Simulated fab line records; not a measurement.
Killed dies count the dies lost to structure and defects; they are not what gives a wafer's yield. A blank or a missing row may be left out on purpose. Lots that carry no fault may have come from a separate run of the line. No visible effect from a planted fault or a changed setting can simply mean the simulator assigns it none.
fab line records    flow sky130
[record] lots = 5  wafers = 15  last-day = 49
route steps=708 shown VT_ADJUST_HVTP@89 VT_ADJUST_LVTN@97 PAD_OPEN@708
lots with no fault: from the same line, run without faults
start-h: start of the lot's first displayed wafer, in hours after the record's first day    wait-h: hours since the lot's step before    " unchanged from the row above    L1.1+2: a single row standing in for several wafers    - value missing, or start not given    * or withheld: withheld    < > ~ a bound
route shown NAME@n: NAME is a module with steps in the file, n the number in the route of the first one    usual: mean/standard deviation taken from wafers without a fault    same: alike in all rows    chamber/n: place in a boat    sites: each site's reading    _std_site: how widely they spread, as a standard deviation    _edge_site: the outer-site mean with the inner-site mean subtracted    radius-mm: for every site, how far away it sits from the centre of the wafer    mask NAME#n: copy n    behind: tool/chamber where the wafer was last shaped    hold: cause of the lot's hold/its duration in hours/its outcome    device: the n, p or np transistor that did not switch    end of line: the same wafers' tests at the end of the route    for a step that has no rows: nothing shown but its recipe    killed: at the first sort, the dies lost to defects and structure; wafer yield is something else    map: per-die view of a wafer (x killed, . not killed, _ where there is no die)
set.NAME: the setting that was run; set.NAME@STEP: the one run at that earlier step    model.NAME: the simulator's own value behind a step, which no gauge read
lots at selected steps of the route; one table per step, one row per wafer
services: when a tool's chamber went out of use (start-h, in hours from the record's first day, below 0 if earlier), for how many hours, and the reason
[[steps]]
[step SKY_VT_ADJUST_HVTP_EXPOSE_04]
[recipe] mask-id = HVTPM  na = 0.6  source-shape = conventional  sigma-outer = 0.6  polarization = unpolarized  target-cd-nm = 380  dose-mj = 140
[step SKY_VT_ADJUST_HVTP_PEB_05]
[recipe] temp-c = withheld  time-s = *  resist = NOVOLAK
[step SKY_VT_ADJUST_HVTP_DEVELOP_06]
[recipe] resist = NOVOLAK  developer = TMAH  develop-time-s = 60  dev-temp-c = 23
[step SKY_VT_ADJUST_HVTP_CD_MEAS_07]
[recipe] target-cd-nm = 380
[usual] cd-nm = 380.3/2.6
lot.wafer  tool       chamber  start-h  wait-h  cd-nm
L345.2     cd-sem-01  -        149.88   0.1     382.1
L345.3     "          -        "        "       383.9
L345.4     "          -        "        "       383.7
L350.1     cd-sem-02  -        199.07   0.1     379.8
L350.2     "          -        "        "       380.0
L350.6     "          -        "        "       377.9
L356.3     cd-sem-01  -        227.77   0.1     378.2
L356.5     "          -        "        "       377.2
L356.6     "          -        "        "       375.5
L361.3     cd-sem-01  -        258.92   0.1     386.9
L361.5     "          -        "        "       384.8
L361.6     "          -        "        "       384.8
L362.1     cd-sem-01  -        261.97   0.1     385.6
L362.3     "          -        "        "       383.7
L362.5     "          -        "        "       384.0
[step SKY_VT_ADJUST_HVTP_OVL_MEAS_08]
[usual] VT_ADJUST_HVTP_OVL = 0.3/1.3
lot.wafer  tool        chamber  start-h  wait-h  VT_ADJUST_HVTP_OVL[nm]
L345.2     overlay-02  -        149.99   0.1     -1.0
L345.3     "           -        "        "       -1.7
L345.4     "           -        "        "       -1.3
L350.1     overlay-02  -        199.19   0.1     -1.2
L350.2     "           -        "        "       -2.3
L350.6     "           -        "        "       -0.4
L356.3     overlay-02  -        227.87   0.1     -0.4
L356.5     "           -        "        "       0.5
L356.6     "           -        "        "       -0.2
L361.3     overlay-01  -        259.02   0.1     1.1
L361.5     "           -        "        "       1.1
L361.6     "           -        "        "       0.7
L362.1     overlay-01  -        262.09   0.1     1.9
L362.3     "           -        "        "       1.1
L362.5     "           -        "        "       0.8
[step SKY_VT_ADJUST_HVTP_IMPLANT_09]
[recipe] species = As  energy-kev = 150  dose-cm2 = 4.3e+12  tilt-deg = withheld
[step SKY_VT_ADJUST_HVTP_STRIP_10]
[recipe] chemistry = O2/N2  power-w = 1400  pressure-mtorr = 1500  platen-temp-c = withheld  o2-flow-sccm = 3000  n2-flow-sccm = 300  overash-fraction = 0.5
[usual] drypump-motor-current-A = 5.8/0.45  n2-flow-sccm = 300.0/0.9  oes-product-au = 0.716/0.0043  strip-time-to-endpoint-s = 14.17/0.033
lot.wafer  tool             chamber  start-h  wait-h  drypump-motor-current-A  n2-flow-sccm  oes-product-au  rf-hours-counter-h  strip-time-to-endpoint-s
L345.2     plasma-asher-02  1        150.17   0.1     6.1                      300.2         0.716           47                  14.14
L345.3     "                0        "        "       5.1                      300.3         0.719           -                   14.14
L345.4     "                1        "        "       6.0                      298.8         0.717           -                   14.15
L350.1     plasma-asher-02  1        199.38   0.1     6.0                      300.7         0.710           52                  14.20
L350.2     "                0        "        "       5.1                      299.8         0.712           52                  14.18
L350.6     "                0        "        "       5.1                      300.2         0.715           -                   14.20
L356.3     plasma-asher-01  1        228.07   0.1     5.7                      300.5         0.731           -                   14.10
L356.5     "                1        "        "       5.7                      300.9         0.710           -                   14.14
L356.6     "                0        "        "       6.0                      300.3         0.725           -                   14.16
L361.3     plasma-asher-01  0        259.22   0.1     6.0                      301.1         0.719           -                   14.20
L361.5     "                1        "        "       5.7                      299.7         0.713           -                   14.15
L361.6     "                0        "        "       6.0                      301.4         0.718           -                   14.18
L362.1     plasma-asher-01  0        262.28   0.1     5.9                      298.4         0.716           45                  14.19
L362.3     "                0        "        "       6.0                      298.1         0.720           -                   14.24
L362.5     "                1        "        "       5.7                      299.3         0.708           -                   14.16
[step SKY_VT_ADJUST_HVTP_TW_MEAS_11]
[usual] VT_ADJUST_HVTP_TW = 1344/6.4
lot.wafer  tool           chamber  start-h  wait-h  VT_ADJUST_HVTP_TW
L345.2     film-metro-02  -        150.28   0.1     1336
L345.3     "              -        "        "       1350
L345.4     "              -        "        "       1342
L350.1     film-metro-01  -        199.48   0.1     1348
L350.2     "              -        "        "       1347
L350.6     "              -        "        "       1349
L356.3     film-metro-01  -        228.16   0.1     1336
L356.5     "              -        "        "       1337
L356.6     "              -        "        "       1339
L361.3     film-metro-01  -        259.31   0.1     1346
L361.5     "              -        "        "       1354
L361.6     "              -        "        "       1345
L362.1     film-metro-02  -        262.38   0.1     1344
L362.3     "              -        "        "       1343
L362.5     "              -        "        "       1351
[step SKY_VT_ADJUST_LVTN_DEHYDRATE_00]
[recipe] temp-c = 200  time-s = 60
[step SKY_VT_ADJUST_LVTN_HMDS_01]
[recipe] prime-time-s = 60  prime-temp-c = 120
[step SKY_VT_ADJUST_LVTN_COAT_02]
[recipe] spin-rpm = 2000  resist-thk-nm = 3000
[step SKY_VT_ADJUST_LVTN_SOFTBAKE_03]
[recipe] temp-c = 110  time-s = withheld
[step SKY_VT_ADJUST_LVTN_EXPOSE_04]
[recipe] mask-id = NWM_COMPLEMENT_LESS_NATIVE  na = 0.6  source-shape = conventional  sigma-outer = 0.6  polarization = unpolarized  target-cd-nm = 840  dose-mj = 194
lot.wafer   tool              chamber  start-h  wait-h  mask
L345.2+3+4  iline-stepper-01  0        160.30   -       HVTPM#0
L350.1+2+6  iline-stepper-02  0        209.66   -       NWM_COMPLEMENT_LESS_NATIVE#0
L356.3+5+6  iline-stepper-02  0        239.81   -       NWM_COMPLEMENT_LESS_NATIVE#0
L361.3+5+6  iline-stepper-02  0        270.62   -       NWM_COMPLEMENT_LESS_NATIVE#0
L362.1+3+5  iline-stepper-01  0        274.29   -       NWM_COMPLEMENT_LESS_NATIVE#0
[step SKY_VT_ADJUST_LVTN_PEB_05]
[recipe] temp-c = 115  time-s = withheld
[step SKY_VT_ADJUST_LVTN_DEVELOP_06]
[recipe] wall-angle-deg = 90  developer = TMAH  develop-time-s = 60  dev-temp-c = 23
[step SKY_VT_ADJUST_LVTN_OVL_MEAS_07]
[usual] VT_ADJUST_LVTN_OVL = 0.3/1.6
lot.wafer  tool        chamber  start-h  wait-h  VT_ADJUST_LVTN_OVL[nm]
L345.2     overlay-01  -        170.44   -       -
L345.3     "           -        "        "       -
L345.4     "           -        "        "       -
L350.1     overlay-01  -        220.41   -       2.7
L350.2     "           -        "        "       3.3
L350.6     "           -        "        "       1.7
L356.3     overlay-02  -        250.81   -       0.6
L356.5     "           -        "        "       -1.6
L356.6     "           -        "        "       1.2
L361.3     overlay-01  -        282.80   -       -0.4
L361.5     "           -        "        "       -1.4
L361.6     "           -        "        "       -1.0
L362.1     overlay-02  -        286.51   -       0.0
L362.3     "           -        "        "       0.2
L362.5     "           -        "        "       0.5
[step SKY_VT_ADJUST_LVTN_IMPLANT_08]
[recipe] species = B  energy-kev = 30  dose-cm2 = 1.57e+12  tilt-deg = withheld
[step SKY_VT_ADJUST_LVTN_STRIP_09]
[recipe] chemistry = O2/N2  power-w = 1400  pressure-mtorr = 1500  platen-temp-c = withheld  o2-flow-sccm = 3000  n2-flow-sccm = 300  overash-fraction = 0.5
[usual] drypump-motor-current-A = 6.0/0.4  n2-flow-sccm = 300.1/0.93  oes-product-au = 0.722/0.0046  strip-time-to-endpoint-s = 36.91/0.083
lot.wafer  tool             chamber  start-h  wait-h  drypump-motor-current-A  n2-flow-sccm  oes-product-au  rf-hours-counter-h  strip-time-to-endpoint-s
L345.2     plasma-asher-01  0        170.62   0.1     5.9                      299.4         0.717           35                  36.95
L345.3     "                0        "        "       6.0                      299.1         0.713           -                   36.97
L345.4     "                1        "        "       5.7                      301.1         0.722           -                   36.94
L350.1     plasma-asher-03  1        220.60   0.1     6.7                      300.0         0.722           9                   37.05
L350.2     "                0        "        "       6.7                      299.6         0.717           9                   37.17
L350.6     "                0        "        "       6.7                      300.3         0.719           -                   37.17
L356.3     plasma-asher-01  0        251.02   0.1     5.9                      298.1         0.727           -                   36.97
L356.5     "                0        "        "       5.9                      298.8         0.725           -                   36.99
L356.6     "                1        "        "       5.7                      298.5         0.726           -                   36.90
L361.3     plasma-asher-01  1        283.00   0.1     5.7                      299.4         0.730           -                   36.74
L361.5     "                0        "        "       6.0                      300.3         0.713           -                   36.80
L361.6     "                1        "        "       5.7                      299.6         0.726           -                   36.87
L362.1     plasma-asher-04  1        286.70   0.1     5.4                      300.4         0.724           60                  37.10
L362.3     "                1        "        "       5.4                      299.2         0.726           -                   36.92
L362.5     "                1        "        "       5.4                      297.2         0.725           -                   36.97
[step SKY_VT_ADJUST_LVTN_TW_MEAS_10]
[usual] VT_ADJUST_LVTN_TW = 240.4/1.7
lot.wafer  tool           chamber  start-h  wait-h  VT_ADJUST_LVTN_TW
L345.2     film-metro-04  -        170.73   0.1     30.1
L345.3     "              -        "        "       30.3
L345.4     "              -        "        "       30.2
L350.1     film-metro-04  -        220.70   0.1     240.6
L350.2     "              -        "        "       241.3
L350.6     "              -        "        "       242.5
L356.3     film-metro-01  -        251.11   0.1     239.3
L356.5     "              -        "        "       239.3
L356.6     "              -        "        "       239.4
L361.3     film-metro-01  -        283.09   0.1     240.0
L361.5     "              -        "        "       239.6
L361.6     "              -        "        "       239.0
L362.1     film-metro-03  -        286.80   0.1     239.4
L362.3     "              -        "        "       240.2
L362.5     "              -        "        "       239.8
[step SKY_VT_ADJUST_LVTN_DEHYDRATE_11]
[recipe] temp-c = 200  time-s = 60
[step SKY_PAD_OPEN_PROBE_99]
[usual] killed_at_M0_to_M3 = 44/7.2  killed_at_M4_up = 3.1/1.8  killed-at-contacts = 24/4.5  killed-at-front-end = 16/4.4  killed-at-other = 0.2/0.42  killed-dies = 87/8.9  killed-on-rim = 17/4.1  killed-open = 48/6.4  killed-short = 39/6.2
[same] gross-dies = 492  killed-at-back-side = 0
lot.wafer  tool       chamber  start-h  wait-h  killed_at_M0_to_M3  killed_at_M4_up  killed-at-contacts  killed-at-front-end  killed-at-other  killed-dies  killed-on-rim  killed-open  killed-short  model.etest.tip-p.rs-ohm-sq  model.etest.pfet_01v8.r-on-ohm-um  model.etest.nfet_01v8_lvt.drive-ua-um  model.etest.nfet_01v8.drive-ua-um  model.etest.nfet_01v8_turned.drive-ua-um  model.etest.nfet_01v8_swapped.drive-ua-um  model.etest.pfet_01v8.drive-ua-um  model.etest.pfet_01v8_mvt.drive-ua-um
L345.2     prober-02  -        1088.36  0.1     56                  4                27                  405                  0                492          96             55           48            6330                         2636                               624.6                                  539                                540.3                                     533.9                                      229.5                              183.3
L345.3     prober-02  -        1088.41  0.2     43                  3                22                  424                  0                492          96             49           33            6416                         2661                               610.9                                  534.9                              533.5                                     534.9                                      225.8                              180.9
L345.4     prober-02  -        1088.46  0.2     51                  0                24                  416                  1                492          96             61           33            6388                         2671                               613                                    527                                526.9                                     529.7                                      226.4                              182.3
L350.1     prober-01  -        1138.27  0.1     33                  3                27                  14                   0                77           16             44           33            6886                         2833                               569.7                                  495.4                              492.1                                     501.6                                      196.5                              153.7
L350.2     prober-01  -        1138.32  0.1     43                  5                24                  14                   0                86           13             41           45            6874                         2925                               566.6                                  495.8                              497.6                                     499.3                                      190.4                              150.6
L350.6     prober-01  -        1138.52  0.2     39                  3                28                  12                   1                83           14             49           34            6891                         2934                               560.5                                  487.8                              484.6                                     485.9                                      188.7                              148.8
L356.3     prober-01  -        1158.80  0.2     42                  4                26                  22                   0                94           19             55           39            6831                         2903                               572.8                                  503.1                              506.1                                     507.4                                      193                                151.6
L356.5     prober-01  -        1158.90  0.2     51                  7                26                  14                   0                98           26             56           42            6865                         2818                               593.8                                  519                                518.8                                     528.7                                      197.2                              157.8
L356.6     prober-01  -        1158.95  0.2     39                  3                24                  13                   0                79           21             46           33            6861                         2894                               575.6                                  502.5                              503.4                                     507.1                                      193.3                              152
L361.3     prober-02  -        1186.64  0.2     36                  4                19                  14                   0                73           17             38           35            7088                         3076                               568.2                                  498.3                              496.6                                     498                                        177.8                              143.4
L361.5     prober-02  -        1186.74  0.2     54                  3                24                  10                   0                91           11             53           38            7052                         2966                               576                                    502.7                              503.4                                     504.2                                      185.2                              144.5
L361.6     prober-02  -        1186.79  0.2     36                  1                38                  14                   0                89           18             48           41            7088                         3016                               569.7                                  503.1                              508.1                                     504.4                                      182.9                              142.4
L362.1     prober-01  -        1187.67  0.1     40                  1                16                  19                   1                77           14             40           37            6874                         2785                               609.8                                  525.8                              532                                       526.4                                      198.8                              154.6
L362.3     prober-01  -        1187.77  0.2     43                  4                22                  16                   0                85           16             44           41            6882                         2838                               586.3                                  512.3                              513.7                                     512                                        196.2                              152.6
L362.5     prober-01  -        1187.87  0.2     37                  0                29                  21                   1                88           18             49           39            6912                         2881                               586.4                                  511.4                              507.4                                     512.2                                      193.9                              152.2
// killed by level:class
L345.2 VT_ADJUST_LVTN:area-expose=389 VIA1:geometric-particle:open=12 CONTACT:geometric-particle:open=9 VIA2:geometric-particle:open=8 METAL1:geometric-particle:short=7 VIA1:geometric-particle:short=7 VIA3:geometric-particle:open=7 LI_CONTACT:geometric-particle:open=6
L345.3 VT_ADJUST_LVTN:area-expose=410 VIA1:geometric-particle:open=9 VIA1:geometric-particle:short=7 CONTACT:geometric-particle:short=7 CONTACT:geometric-particle:open=7 VIA3:geometric-particle:open=7 FIELD_ISO:geometric-particle:open=5 LI_CONTACT:geometric-particle:open=4
L345.4 VT_ADJUST_LVTN:area-expose=398 CONTACT:geometric-particle:open=15 VIA1:geometric-particle:open=15 VIA3:geometric-particle:open=8 FIELD_ISO:geometric-particle:open=7 FIELD_ISO:geometric-particle:short=5 METAL1:geometric-particle:short=5 LI_CONTACT:geometric-particle:open=4
L350.1 LI_CONTACT:geometric-particle:open=14 VIA1:geometric-particle:open=11 METAL2:geometric-particle:short=8 CONTACT:geometric-particle:open=6 POLY_GATE:geometric-particle:short=4 LI_CONTACT:geometric-particle:short=4 VIA3:geometric-particle:open=4 METAL1:geometric-particle:short=3
L350.2 VIA1:geometric-particle:open=10 LI_CONTACT:geometric-particle:open=7 VIA1:geometric-particle:short=7 CONTACT:geometric-particle:short=6 CONTACT:geometric-particle:open=6 VIA3:geometric-particle:open=6 FIELD_ISO:geometric-particle:short=5 METAL1:geometric-particle:short=5
L350.6 CONTACT:geometric-particle:open=15 LI_CONTACT:geometric-particle:open=7 VIA1:geometric-particle:short=7 FIELD_ISO:geometric-particle:open=6 VIA1:geometric-particle:open=6 VIA3:geometric-particle:open=6 VIA2:geometric-particle:open=4 METAL1:geometric-particle:open=3
L356.3 CONTACT:geometric-particle:open=13 VIA1:geometric-particle:open=11 POLY_GATE:geometric-particle:open=9 METAL1:geometric-particle:short=8 VIA2:geometric-particle:open=7 POLY_GATE:geometric-particle:short=7 LI_CONTACT:geometric-particle:open=7 METAL2:geometric-particle:short=6
L356.5 VIA1:geometric-particle:open=19 LI_CONTACT:geometric-particle:open=7 METAL1:geometric-particle:short=6 LI_CONTACT:geometric-particle:short=6 CONTACT:geometric-particle:short=5 VIA3:geometric-particle:open=5 CONTACT:geometric-particle:open=5 VIA2:geometric-particle:short=5
L356.6 VIA1:geometric-particle:open=11 LI_CONTACT:geometric-particle:open=10 LOCAL_INTERCONNECT:geometric-particle:short=6 METAL1:geometric-particle:short=5 VIA3:geometric-particle:open=5 CONTACT:geometric-particle:open=4 METAL2:geometric-particle:short=4 FIELD_ISO:geometric-particle:open=3
L361.3 VIA1:geometric-particle:open=8 CONTACT:geometric-particle:open=7 VIA3:geometric-particle:open=5 FIELD_ISO:geometric-particle:open=4 LI_CONTACT:geometric-particle:short=4 CONTACT:geometric-particle:short=4 VIA3:geometric-particle:short=4 VIA1:geometric-particle:short=4
L361.5 VIA1:geometric-particle:open=18 CONTACT:geometric-particle:open=9 VIA2:geometric-particle:open=7 VIA2:geometric-particle:short=5 METAL1:geometric-particle:short=5 LI_CONTACT:geometric-particle:open=4 LOCAL_INTERCONNECT:geometric-particle:short=4 CONTACT:geometric-particle:short=4
L361.6 LI_CONTACT:geometric-particle:open=11 CONTACT:geometric-particle:open=9 VIA1:geometric-particle:open=8 FIELD_ISO:geometric-particle:open=6 LOCAL_INTERCONNECT:geometric-particle:short=6 VIA3:geometric-particle:open=6 VIA2:geometric-particle:short=5 LI_CONTACT:geometric-particle:short=5
L362.1 VIA1:geometric-particle:open=9 LI_CONTACT:geometric-particle:open=8 METAL1:geometric-particle:short=7 METAL2:geometric-particle:short=5 VIA1:geometric-particle:short=5 POLY_GATE:geometric-particle:open=4 POLY_GATE:geometric-particle:short=4 CONTACT:geometric-particle:open=4
L362.3 VIA1:geometric-particle:open=10 CONTACT:geometric-particle:open=8 VIA1:geometric-particle:short=8 LI_CONTACT:geometric-particle:open=5 FIELD_ISO:geometric-particle:open=4 SPACER:geometric-particle:short=4 CONTACT:geometric-particle:short=4 METAL1:geometric-particle:short=4
L362.5 CONTACT:geometric-particle:open=9 VIA1:geometric-particle:open=9 LI_CONTACT:geometric-particle:open=7 VIA2:geometric-particle:open=7 CONTACT:geometric-particle:short=7 FIELD_ISO:geometric-particle:short=6 METAL2:geometric-particle:short=5 FIELD_ISO:geometric-particle:open=4
// map L345.2 (x killed, . not)
__________xxxxxxxxxx_________
________xxxxxxxxxxxxxx_______
______xxxxxxxxxxxxxxxxxx_____
_____xxxxxxxxxxxxxxxxxxxx____
____xxxxxxxxxxxxxxxxxxxxxx___
___xxxxxxxxxxxxxxxxxxxxxxxx__
__xxxxxxxxxxxxxxxxxxxxxxxxxx_
_xxxxxxxxxxxxxxxxxxxxxxxxxxxx
_xxxxxxxxxxxxxxxxxxxxxxxxxxxx
_xxxxxxxxxxxxxxxxxxxxxxxxxxxx
_xxxxxxxxxxxxxxxxxxxxxxxxxxxx
_xxxxxxxxxxxxxxxxxxxxxxxxxxxx
_xxxxxxxxxxxxxxxxxxxxxxxxxxxx
_xxxxxxxxxxxxxxxxxxxxxxxxxxxx
_xxxxxxxxxxxxxxxxxxxxxxxxxxxx
__xxxxxxxxxxxxxxxxxxxxxxxxxx_
___xxxxxxxxxxxxxxxxxxxxxxxx__
____xxxxxxxxxxxxxxxxxxxxxx___
_____xxxxxxxxxxxxxxxxxxxx____
______xxxxxxxxxxxxxxxxxx_____
________xxxxxxxxxxxxxx_______
__________xxxxxxxxxx_________
// map L362.5 (x killed, . not)
__________....x....._________
________x...x...x.x..._______
______x....xx...x......._____
_____......xx....x....x..____
____....x................x___
___x..............xx......x__
__..x..x..x........x........_
_.......x.x..xx.xx...xx....x.
_.....x.......x.....xx.......
_.x...........x..x....x......
_.x........x...x.............
_...x.......x.xx...........x.
_.x....x...x..........xx.....
_........x....x............x.
_x........x..xx..x.........x.
__....xx.......x......x....._
___.........x...........xx.__
____.......x.....x......xx___
_____.xx.....x....x...xx.____
______x....x..x.....x..._____
________........x.x.xx_______
__________.......x.._________
[[services]]
tool              chamber  start-h  hours  kind
plasma-asher-03   -        142.71   2.8    pm
plasma-asher-02   -        165.84   2.0    repair
plasma-asher-02   -        170.75   2.8    pm
plasma-asher-01   -        178.96   1.7    repair
iline-stepper-02  -        181.21   1.7    pm
plasma-asher-03   -        196.38   14.1   repair
plasma-asher-04   -        196.77   1.2    repair
plasma-asher-03   -        202.63   1.5    repair
iline-stepper-01  -        235.22   4.4    pm
iline-stepper-01  -        245.77   2.1    pm
iline-stepper-01  -        247.85   -      consumable-replace:lamp
plasma-asher-03   -        270.50   0.3    repair
[[key]]
[first-sign] step = SKY_VT_ADJUST_LVTN_EXPOSE_04  reading = mask  direction = changed
[effect] step = SKY_VT_ADJUST_LVTN_OVL_MEAS_07  reading = VT_ADJUST_LVTN_OVL  direction = missing
[effect] step = SKY_VT_ADJUST_LVTN_TW_MEAS_10  reading = VT_ADJUST_LVTN_TW  direction = down  sigmas = 99+  usual = 240.4  struck = 30.2
[effect] step = SKY_PAD_OPEN_PROBE_99  reading = killed-at-front-end  direction = up  sigmas = 91  usual = 16  struck = 415
[model-effect] step = SKY_PAD_OPEN_PROBE_99  value = etest.tip-p.rs-ohm-sq  without = 6845  struck = 6378
[more-kills-born-at] SKY_VT_ADJUST_LVTN_EXPOSE_04@iline-stepper-01 = 1197
met-at SKY_VT_ADJUST_LVTN_EXPOSE_04
struck-wafers L345.2,L345.3,L345.4
tester-left-out L345
[fault] kind = wrong-mask  tool = any  chamber = -  onset-h = 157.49  steps = SKY_VT_ADJUST_LVTN_EXPOSE_04  aux-copy = HVTPM#0  scope = struck-lots-only
// tester-left-out: of these lots the tester's yield and bins aren't shown, on N5 and GAA mostly nor the transistor test; their killed dies are dies lost to structure and defects alone, not to doping, threshold or leakage, so they don't give the yield
